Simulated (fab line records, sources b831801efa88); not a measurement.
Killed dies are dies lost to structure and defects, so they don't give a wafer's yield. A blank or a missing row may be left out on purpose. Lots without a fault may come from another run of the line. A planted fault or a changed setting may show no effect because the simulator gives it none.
fab line records | flow sky130
record lots=6 wafers=18 last_day=50
route steps=708 shown METAL4@602 CAP2M@603 PAD_OPEN@708
lots that met no fault: from a run of the same line without faults
start_h: hours from the record's first day to the start of the lot's first wafer shown | wait_h: hours since the lot's step before | " the same as in the row above | L1.1+2: a row that stands for several wafers | - no value, or no start given | * or withheld: withheld | < > ~ a bound
route shown NAME@n: a module of which the file shows steps, and the number in the route of the first | usual: mean/standard deviation of fault-free wafers | same: alike in all rows | chamber/n: place in a boat | sites: the reading at each site | _std_site: their standard deviation | _edge_site: outer sites' mean less inner sites' | radius_mm: how far each site lies from the wafer's centre | mask NAME#n: copy n | behind: the tool/chamber that last shaped the wafer | hold: why the lot was held/for how many hours/how that ended | device: the transistor (n, p or np) that didn't switch | end of line: the same wafers' tests at the end of the route | a step without rows: its recipe alone | killed: dies lost to structure and defects at the first sort, not the wafer's yield | map: a wafer's dies, x killed, . not, _ none there
set.NAME: the setting as run; set.NAME@STEP: as run at that earlier step | model.NAME: the simulator's own value behind a step, which no gauge read
lots at some steps of the route; a table a step, a row a wafer
services: from which hour (start_h, from the record's first day; less than 0 if before it) a tool's chamber was out of use, for how many hours, and why
## steps
# step SKY_METAL4_SPUTTER_04
# recipe material=TiN target_thk_nm=70 power_w=6500 time_s=58.3 chamber_pressure_pa=0.4
# usual throttle_valve_pct=30.1/0.85
# columns lot.wafer tool chamber start_h wait_h throttle_valve_pct
L123.1 pvd_sputter-03 - 963.84 0.0 30.1
L123.2 " - " " 28.5
L123.3 " - " " 30.6
L125.1 pvd_sputter-01 - 979.32 0.0 29.9
L125.3 " - " " 30.3
L125.5 " - " " 30.9
L135.1 pvd_sputter-01 - 1036.46 0.0 31.1
L135.2 " - " " 30.4
L135.5 " - " " 30.9
L137.1 pvd_sputter-04 - 1051.38 0.0 31.3
L137.4 " - " " 31.1
L137.5 " - " " 31.1
L141.1 pvd_sputter-01 - 1071.73 0.0 30.5
L141.4 " - " " 30.0
L141.6 " - " " 30.8
L143.2 pvd_sputter-01 - 1079.28 0.0 30.1
L143.3 " - " " 30.7
L143.6 " - " " 29.9
# step SKY_CAP2M_CVD_00
# recipe material=SiO2 target_thk_nm=15.5 temp_c=400 time_s=withheld rf_w=450
# usual heater_power_outer_w=383/75 heater_power_w=662/110
# columns lot.wafer tool chamber start_h wait_h heater_power_outer_w heater_power_w
L123.1 pecvd-01 1 963.89 0.0 416 672
L123.2 " 2 " " 276 550
L123.3 " 0 " " 372 682
L125.1 pecvd-02 1 979.37 0.0 353 626
L125.3 " 0 " " 547 872
L125.5 " 0 " " 553 902
L135.1 pecvd-03 0 1036.51 0.0 414 650
L135.2 " 1 " " 358 559
L135.5 " 2 " " 338 595
L137.1 pecvd-01 2 1051.43 0.0 258 502
L137.4 " 2 " " 258 523
L137.5 " 0 " " 387 701
L141.1 pecvd-03 2 1071.78 0.0 266 509
L141.4 " 0 " " 334 577
L141.6 " 2 " " 274 480
L143.2 pecvd-02 2 1079.33 0.0 340 628
L143.3 " 1 " " 325 582
L143.6 " 0 " " 491 801
# step SKY_CAP2M_THK_MEAS_01
# recipe reads=SiO2_of_CAP2M_CVD_00
# usual CAP2M_CVD_00_THK=15.50/0.25
# columns lot.wafer tool chamber start_h wait_h CAP2M_CVD_00_THK[nm]
L123.1 film_metro-02 - 963.91 - 14.98
L123.2 " - " " 14.95
L123.3 " - " " 15.29
L125.1 film_metro-04 - 979.39 - 15.50
L125.3 " - " " 15.84
L125.5 " - " " 15.93
L135.1 film_metro-02 - 1036.53 - 15.36
L135.2 " - " " 15.45
L135.5 " - " " 15.90
L137.1 film_metro-04 - 1051.45 - 15.79
L137.4 " - " " 16.18
L137.5 " - " " 15.95
L141.1 film_metro-03 - 1071.80 - 15.68
L141.4 " - " " 15.29
L141.6 " - " " 16.06
L143.2 film_metro-03 - 1079.36 - 15.10
L143.3 " - " " 15.14
L143.6 " - " " 15.50
# step SKY_CAP2M_SPUTTER_02
# recipe material=TiN target_thk_nm=200 temp_c=300 power_w=6500 time_s=166.7 chamber_pressure_pa=0.4
# usual throttle_valve_pct=29.7/0.92
# columns lot.wafer tool chamber start_h wait_h throttle_valve_pct
L123.1 pvd_sputter-02 - 963.97 0.1 30.1
L123.2 " - " " 28.0
L123.3 " - " " 30.7
L125.1 pvd_sputter-03 - 979.45 0.1 30.5
L125.3 " - " " 28.4
L125.5 " - " " 28.7
L135.1 pvd_sputter-02 - 1036.59 0.1 30.4
L135.2 " - " " 28.1
L135.5 " - " " 30.6
L137.1 pvd_sputter-01 - 1051.51 0.1 30.0
L137.4 " - " " 30.5
L137.5 " - " " 30.2
L141.1 pvd_sputter-03 - 1071.86 0.1 30.4
L141.4 " - " " 28.5
L141.6 " - " " 30.1
L143.2 pvd_sputter-02 - 1079.41 0.0 29.8
L143.3 " - " " 28.1
L143.6 " - " " 30.5
# step SKY_CAP2M_RS_MEAS_03
# recipe thk_meas_gauge=four-point-probe reads=TiN_of_CAP2M_SPUTTER_02
# usual CAP2M_TIN_RS=6.91/0.09
# columns lot.wafer tool chamber start_h wait_h CAP2M_TIN_RS[ohm/sq]
L123.1 film_metro-02 - 964.08 0.1 6.98
L123.2 " - " " 6.99
L123.3 " - " " 6.88
L125.1 film_metro-02 - 979.56 0.1 6.90
L125.3 " - " " 6.89
L125.5 " - " " 6.89
L135.1 film_metro-02 - 1036.70 0.1 6.84
L135.2 " - " " 6.98
L135.5 " - " " 6.76
L137.1 film_metro-02 - 1051.62 0.1 6.97
L137.4 " - " " 7.03
L137.5 " - " " 6.91
L141.1 film_metro-02 - 1071.97 0.1 7.04
L141.4 " - " " 6.95
L141.6 " - " " 6.93
L143.2 film_metro-04 - 1079.54 0.1 6.78
L143.3 " - " " 6.98
L143.6 " - " " 6.85
# step SKY_CAP2M_THK_MEAS_04
# recipe thk_meas_gauge=xrf reads=TiN_of_CAP2M_SPUTTER_02
# usual CAP2M_TIN_THK=201.7/2.6
# columns lot.wafer tool chamber start_h wait_h CAP2M_TIN_THK[nm]
L123.1 film_metro-02 - 964.20 0.1 200.6
L123.2 " - " " 200.9
L123.3 " - " " 202.7
L125.1 film_metro-02 - 979.68 0.1 203.0
L125.3 " - " " 204.1
L125.5 " - " " 202.6
L135.1 film_metro-02 - 1036.82 0.1 204.6
L135.2 " - " " 200.0
L135.5 " - " " 206.7
L137.1 film_metro-02 - 1051.74 0.1 200.9
L137.4 " - " " 200.1
L137.5 " - " " 202.5
L141.1 film_metro-02 - 1072.09 0.1 199.7
L141.4 " - " " 201.2
L141.6 " - " " 201.7
L143.2 film_metro-04 - 1079.65 0.1 205.1
L143.3 " - " " 199.6
L143.6 " - " " 203.1
# step SKY_CAP2M_DEHYDRATE_05
# recipe temp_c=200 time_s=60
# step SKY_CAP2M_HMDS_06
# recipe prime_time_s=60 prime_temp_c=120
# step SKY_CAP2M_COAT_07
# recipe resist=NOVOLAK spin_rpm=3000 resist_thk_nm=1140
# step SKY_CAP2M_SOFTBAKE_08
# recipe temp_c=90 time_s=62.17 resist=NOVOLAK
# usual plate_sensor_t_centre_C=90.758/0.01 plate_sensor_t_edge_C=90.829/0.0099
# columns lot.wafer tool chamber start_h wait_h plate_sensor_t_centre_C plate_sensor_t_edge_C
L123.1 litho_track-03 0 976.36 0.1 90.765 90.816
L123.2 " 0 " " 90.763 90.825
L123.3 " 0 " " 90.746 90.816
L125.1 litho_track-02 0 991.57 0.1 90.759 90.833
L125.3 " 0 " " 90.751 90.843
L125.5 " 0 " " 90.767 90.828
L135.1 litho_track-03 0 1047.81 0.1 90.754 90.839
L135.2 " 0 " " 90.783 90.826
L135.5 " 0 " " 90.766 90.822
L137.1 litho_track-03 0 1061.86 0.1 90.753 90.840
L137.4 " 0 " " 90.740 90.828
L137.5 " 0 " " 90.755 90.833
L141.1 litho_track-02 0 1082.07 0.1 90.757 90.836
L141.4 " 0 " " 90.759 90.840
L141.6 " 0 " " 90.761 90.819
L143.2 litho_track-01 0 1090.01 0.1 90.737 90.842
L143.3 " 0 " " 90.760 90.841
L143.6 " 0 " " 90.761 90.845
# step SKY_CAP2M_EXPOSE_09
# recipe mask_id=CAP2M na=0.6 source_shape=conventional sigma_outer=0.6 polarization=unpolarized target_cd_nm=1000 dose_mj=159
# step SKY_CAP2M_PEB_10
# recipe temp_c=withheld time_s=* resist=NOVOLAK
# step SKY_CAP2M_DEVELOP_11
# recipe resist=NOVOLAK developer=TMAH develop_time_s=60 dev_temp_c=23
# usual developer_temp_C=23.02/0.11
# columns lot.wafer tool chamber start_h wait_h developer_temp_C
L123.1 litho_track-01 0 988.43 0.1 23.04
L123.2 " 0 " " 22.87
L123.3 " 0 " " 23.13
L125.1 litho_track-03 0 1003.26 0.1 23.01
L125.3 " 0 " " 23.01
L125.5 " 0 " " 22.98
L135.1 litho_track-01 0 1058.48 0.1 21.93
L135.2 " 0 " " 22.03
L135.5 " 0 " " 22.19
L137.1 litho_track-01 0 1072.48 0.1 22.06
L137.4 " 0 " " 22.03
L137.5 " 0 " " 22.21
L141.1 litho_track-02 0 1092.32 0.1 23.08
L141.4 " 0 " " 23.15
L141.6 " 0 " " 23.02
L143.2 litho_track-03 0 1100.24 0.1 22.82
L143.3 " 0 " " 22.89
L143.6 " 0 " " 22.97
# step SKY_CAP2M_OVL_MEAS_12
# usual CAP2M_OVL=0.7/1.3
# columns lot.wafer tool chamber start_h wait_h CAP2M_OVL[nm]
L123.1 overlay-02 - 988.58 0.1 1.2
L123.2 " - " " 1.1
L123.3 " - " " 0.0
L125.1 overlay-01 - 1003.41 0.1 0.1
L125.3 " - " " 0.9
L125.5 " - " " -0.2
L135.1 overlay-02 - 1058.63 0.1 0.5
L135.2 " - " " 1.0
L135.5 " - " " 1.2
L137.1 overlay-01 - 1072.63 0.1 -0.8
L137.4 " - " " 0.6
L137.5 " - " " -0.6
L141.1 overlay-01 - 1092.47 0.1 -0.1
L141.4 " - " " -1.0
L141.6 " - " " 1.0
L143.2 overlay-01 - 1100.37 0.1 0.5
L143.3 " - " " 1.2
L143.6 " - " " -0.6
# step SKY_PAD_OPEN_PROBE_99
# usual defect_limited_yield=82.2/1.9 killed_at_M0_to_M3=44/6.8 killed_at_M4_up=3.1/1.8 killed_at_contacts=25/5.2 killed_at_front_end=15/4.1 killed_at_other=0.3/0.62 killed_dies=88/9.4 killed_open=48/7.1 killed_short=40/6.1 sort_bin_3_pad_short=0.9/0.38 sort_bin_5_function=10.5/1.5 sort_bin_6_memory=6.5/1.2 sort_bin_8_speed=0.5/0.95 sort_n_pass=402/10 sort_yield_pct=81.6/2
# same gross_dies=492 killed_at_back_side=0 sort_bin_4_leakage[%]=0
# columns lot.wafer tool chamber start_h wait_h defect_limited_yield[%] killed_at_M0_to_M3 killed_at_M4_up killed_at_contacts killed_at_front_end killed_at_other killed_dies killed_open killed_short sort_bin_3_pad_short[%] sort_bin_5_function[%] sort_bin_6_memory[%] sort_bin_8_speed[%] sort_n_pass sort_yield_pct[%]
L123.1 prober-01 - 1104.68 0.1 85.0 34 1 23 15 1 74 37 37 0.6 9.8 4.7 0.2 417 84.8
L123.2 prober-01 - 1104.73 0.1 81.5 45 3 27 16 0 91 47 43 1.0 9.8 7.7 0.4 399 81.1
L123.3 prober-01 - 1104.78 0.2 82.9 42 1 23 18 0 84 45 39 0.6 8.7 7.7 1.2 402 81.7
L125.1 prober-01 - 1116.80 0.1 83.3 36 2 21 23 0 82 49 33 0.4 9.8 6.5 0 410 83.3
L125.3 prober-01 - 1116.90 0.2 82.1 39 3 31 15 0 88 50 38 1.2 10.2 6.5 1.4 397 80.7
L125.5 prober-01 - 1117.00 0.2 85.0 40 1 20 13 0 74 39 35 0.6 8.5 5.9 7.9 379 77.0
L135.1 prober-01 - 1164.10 0.1 81.3 46 4 24 18 0 92 54 36 0.6 11.2 6.9 0.2 399 81.1
L135.2 prober-01 - 1164.15 0.1 78.9 50 4 25 24 1 104 57 46 1.0 10.0 10.2 0.4 386 78.5
L135.5 prober-01 - 1164.30 0.2 82.5 43 4 21 18 0 86 48 38 0.6 10.0 6.9 0.4 404 82.1
L137.1 prober-01 - 1175.90 0.1 81.9 49 1 24 14 1 89 48 41 0.8 10.6 6.7 0.8 399 81.1
L137.4 prober-01 - 1176.05 0.2 83.3 45 4 20 11 2 82 39 43 1.0 9.8 5.9 0.6 407 82.7
L137.5 prober-01 - 1176.10 0.2 79.9 53 6 22 18 0 99 53 46 0.6 11.0 8.5 0.6 390 79.3
L141.1 prober-01 - 1192.00 0.1 83.1 47 2 18 15 1 83 49 33 0.6 10.4 5.9 1.2 403 81.9
L141.4 prober-01 - 1192.15 0.2 80.5 43 3 30 19 1 96 56 40 1.0 10.4 8.1 0.2 395 80.3
L141.6 prober-01 - 1192.25 0.2 81.7 45 3 26 15 1 90 57 32 0.8 10.0 7.5 0 402 81.7
L143.2 prober-02 - 1197.95 0.1 81.5 37 6 26 22 0 91 41 49 1.8 10.8 5.9 0 401 81.5
L143.3 prober-02 - 1198.00 0.2 79.1 45 8 29 21 0 103 53 49 1.2 12.4 7.3 0 389 79.1
L143.6 prober-02 - 1198.15 0.2 79.7 47 7 26 20 0 100 61 39 0.4 13.2 6.7 0.2 391 79.5
# killed by level:class
L123.1 CONTACT:geometric_particle:open=8 LI_CONTACT:geometric_particle:open=7 VIA1:geometric_particle:open=7 METAL1:geometric_particle:short=6 FIELD_ISO:geometric_particle:short=5 POLY_GATE:geometric_particle:short=5 METAL2:geometric_particle:short=5 CONTACT:geometric_particle:short=5
L123.2 VIA1:geometric_particle:open=10 CONTACT:geometric_particle:open=9 LI_CONTACT:geometric_particle:open=7 METAL1:geometric_particle:short=7 VIA3:geometric_particle:open=7 LOCAL_INTERCONNECT:geometric_particle:short=6 VIA2:geometric_particle:open=5 POLY_GATE:geometric_particle:open=4
L123.3 VIA1:geometric_particle:open=12 CONTACT:geometric_particle:open=10 LOCAL_INTERCONNECT:geometric_particle:short=7 FIELD_ISO:geometric_particle:short=6 VIA3:geometric_particle:open=6 METAL2:geometric_particle:short=5 SPACER:geometric_particle:open=4 VIA1:geometric_particle:short=4
L125.1 CONTACT:geometric_particle:open=8 FIELD_ISO:geometric_particle:open=7 LI_CONTACT:geometric_particle:open=7 METAL2:geometric_particle:short=7 VIA1:geometric_particle:open=6 VIA1:geometric_particle:short=6 POLY_GATE:geometric_particle:short=5 POLY_GATE:geometric_particle:open=5
L125.3 CONTACT:geometric_particle:open=10 VIA1:geometric_particle:open=10 LI_CONTACT:geometric_particle:open=9 VIA3:geometric_particle:open=7 LOCAL_INTERCONNECT:geometric_particle:short=6 FIELD_ISO:geometric_particle:short=5 FIELD_ISO:geometric_particle:open=4 VIA2:geometric_particle:open=4
L125.5 LI_CONTACT:geometric_particle:open=9 METAL1:geometric_particle:short=8 VIA1:geometric_particle:open=7 CONTACT:geometric_particle:open=6 FIELD_ISO:geometric_particle:short=5 VIA2:geometric_particle:short=5 VIA2:geometric_particle:open=5 VIA3:geometric_particle:open=5
L135.1 VIA2:geometric_particle:open=10 CONTACT:geometric_particle:open=9 VIA1:geometric_particle:open=9 LI_CONTACT:geometric_particle:open=8 METAL1:geometric_particle:short=8 POLY_GATE:geometric_particle:open=5 FIELD_ISO:geometric_particle:short=4 POLY_GATE:geometric_particle:short=4
L135.2 VIA1:geometric_particle:open=11 CONTACT:geometric_particle:open=9 VIA2:geometric_particle:open=9 FIELD_ISO:geometric_particle:open=8 VIA3:geometric_particle:open=7 METAL1:geometric_particle:short=6 FIELD_ISO:geometric_particle:short=5 LI_CONTACT:geometric_particle:open=5
L135.5 VIA1:geometric_particle:open=13 VIA2:geometric_particle:open=9 VIA3:geometric_particle:open=8 FIELD_ISO:geometric_particle:short=7 LI_CONTACT:geometric_particle:open=4 LI_CONTACT:geometric_particle:short=4 VIA1:geometric_particle:short=4 LOCAL_INTERCONNECT:geometric_particle:short=4
L137.1 VIA1:geometric_particle:open=13 LI_CONTACT:geometric_particle:open=7 CONTACT:geometric_particle:open=6 VIA2:geometric_particle:open=6 LOCAL_INTERCONNECT:geometric_particle:short=5 METAL1:geometric_particle:short=5 VIA1:geometric_particle:short=5 VIA3:geometric_particle:open=5
L137.4 METAL1:geometric_particle:short=10 VIA2:geometric_particle:open=7 LI_CONTACT:geometric_particle:open=6 VIA1:geometric_particle:open=6 VIA3:geometric_particle:open=6 VIA1:geometric_particle:short=5 POLY_GATE:geometric_particle:short=4 CONTACT:geometric_particle:open=4
L137.5 VIA1:geometric_particle:open=10 CONTACT:geometric_particle:open=9 METAL1:geometric_particle:short=9 VIA2:geometric_particle:open=8 VIA3:geometric_particle:open=6 VIA1:geometric_particle:short=5 METAL2:geometric_particle:short=5 FIELD_ISO:geometric_particle:open=4
L141.1 CONTACT:geometric_particle:open=12 VIA1:geometric_particle:open=12 VIA3:geometric_particle:open=8 VIA1:geometric_particle:short=6 VIA2:geometric_particle:open=6 FIELD_ISO:geometric_particle:open=5 CONTACT:geometric_particle:short=4 METAL2:geometric_particle:short=4
L141.4 CONTACT:geometric_particle:open=12 LI_CONTACT:geometric_particle:open=10 METAL1:geometric_particle:short=8 POLY_GATE:geometric_particle:open=7 VIA3:geometric_particle:open=7 VIA2:geometric_particle:open=7 FIELD_ISO:geometric_particle:short=6 VIA1:geometric_particle:open=5
L141.6 CONTACT:geometric_particle:open=13 VIA3:geometric_particle:open=9 VIA1:geometric_particle:open=8 VIA2:geometric_particle:open=8 LI_CONTACT:geometric_particle:open=6 METAL2:geometric_particle:short=5 FIELD_ISO:geometric_particle:open=4 POLY_GATE:geometric_particle:open=4
L143.2 VIA1:geometric_particle:open=12 CONTACT:geometric_particle:open=8 SPACER:geometric_particle:short=6 LI_CONTACT:geometric_particle:open=6 FIELD_ISO:geometric_particle:short=5 LI_CONTACT:geometric_particle:short=5 METAL2:geometric_particle:short=5 METAL4:geometric_particle:short=5
L143.3 VIA1:geometric_particle:open=16 CONTACT:geometric_particle:open=8 POLY_GATE:geometric_particle:short=6 LOCAL_INTERCONNECT:geometric_particle:short=6 LI_CONTACT:geometric_particle:open=5 METAL4:geometric_particle:short=5 FIELD_ISO:geometric_particle:open=4 LI_CONTACT:geometric_particle:short=4
L143.6 VIA1:geometric_particle:open=15 CONTACT:geometric_particle:open=9 LI_CONTACT:geometric_particle:open=8 VIA2:geometric_particle:open=8 METAL2:geometric_particle:short=6 POLY_GATE:geometric_particle:open=5 METAL4:geometric_particle:short=5 POLY_GATE:geometric_particle:short=4
## services
# columns tool chamber start_h hours kind
pecvd-02 - 941.66 3.8 repair
litho_track-02 - 944.16 - consumable_replace:filter
pecvd-03 1 978.76 17.1 repair
pvd_sputter-04 - 982.74 9.6 repair
pecvd-01 - 997.29 1.7 repair
pecvd-03 1 999.38 - clean
pecvd-03 1 999.38 - consumable_replace:showerhead
pecvd-03 1 999.38 29.0 scheduled_down
pecvd-03 1 999.38 29.0 vent_cycle
pvd_sputter-02 - 1011.14 1.2 repair
pecvd-03 0 1016.60 5.5 scheduled_down
pecvd-01 - 1033.78 15.2 repair
pecvd-01 0 1033.80 5.5 scheduled_down
pecvd-03 2 1038.88 2.7 repair
pecvd-01 - 1072.11 2.8 pm
pecvd-02 2 1079.41 5.5 scheduled_down
pecvd-03 1 1081.80 - calibration
pecvd-01 1 1085.73 3.4 repair
## key
first_sign step=SKY_CAP2M_DEVELOP_11 reading=developer_temp_C direction=down sigmas=8.6 usual=* struck=*
effect none on later readings
met_at SKY_CAP2M_DEVELOP_11
struck_wafers L135.1,L135.2,L135.5,L137.1,L137.4,L137.5
onset_between 988.43 1058.48
fault kind=process_parameter_drift tool=litho_track-01 chamber=- onset_h=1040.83 steps=SKY_CAP2M_DEVELOP_11 channel=dev_temp_c offset=* shape=step end_h=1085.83 acts_in=* stated=*
